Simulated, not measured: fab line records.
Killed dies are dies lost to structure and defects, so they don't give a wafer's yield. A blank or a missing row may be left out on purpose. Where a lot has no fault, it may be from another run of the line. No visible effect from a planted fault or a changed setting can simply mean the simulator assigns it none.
Chamber matching || flow gf180mcu || GF_STI_ETCH_14 on rie-si-01 has 3 sister chambers
The step etches Si in HBr/Cl2/O2, target depth 360 nm, time 102.9 s. 3 wafers are shown with their chamber, then 5 later ones without.

## EACH WAFER AND ITS CHAMBER
{"wafer": "L484.1", "chamber": 1, "drypump-motor-current-A (A)": 6.6}
{"wafer": "L485.2", "chamber": 3, "drypump-motor-current-A (A)": 5.8}
{"wafer": "L485.6", "chamber": 2, "drypump-motor-current-A (A)": 5.8}

## WAFERS WITH NO CHAMBER GIVEN
{"wafer": "L486.4", "drypump-motor-current-A (A)": 5.8}
{"wafer": "L486.6", "drypump-motor-current-A (A)": 5.8}
{"wafer": "L488.4", "drypump-motor-current-A (A)": 6.6}
{"wafer": "L489.2", "drypump-motor-current-A (A)": 5.8}
{"wafer": "L489.5", "drypump-motor-current-A (A)": 5.9}

## THE CHAMBER EACH PASSED THROUGH
{"wafer": "L486.4", "from the rows above": "can't be placed: 2 or 3", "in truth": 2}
{"wafer": "L486.6", "from the rows above": "can't be placed: 2 or 3", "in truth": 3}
{"wafer": "L488.4", "from the rows above": 1, "in truth": 1}
{"wafer": "L489.2", "from the rows above": "can't be placed: 2 or 3", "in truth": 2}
{"wafer": "L489.5", "from the rows above": "can't be placed: 2 or 3", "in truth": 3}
Placed correctly: 1 of 5. Unplaceable from these rows: 4, with the true chamber sitting among the candidates in 4. 0 placed wrongly.
How it was worked out, from the rows above alone: a wafer's distance from a chamber is the root of the sum, over the readings, of the square of ((its reading less the chamber's mean) divided by the reading's scatter). The wafer belongs to the nearest chamber; if the next one is less than 2 further off, it can't be placed. For every chamber, the mean is computed from those of its wafers that are shown. The scatter: root of mean squared gap, hidden wafer to nearest shown wafer, with one shown wafer a chamber.
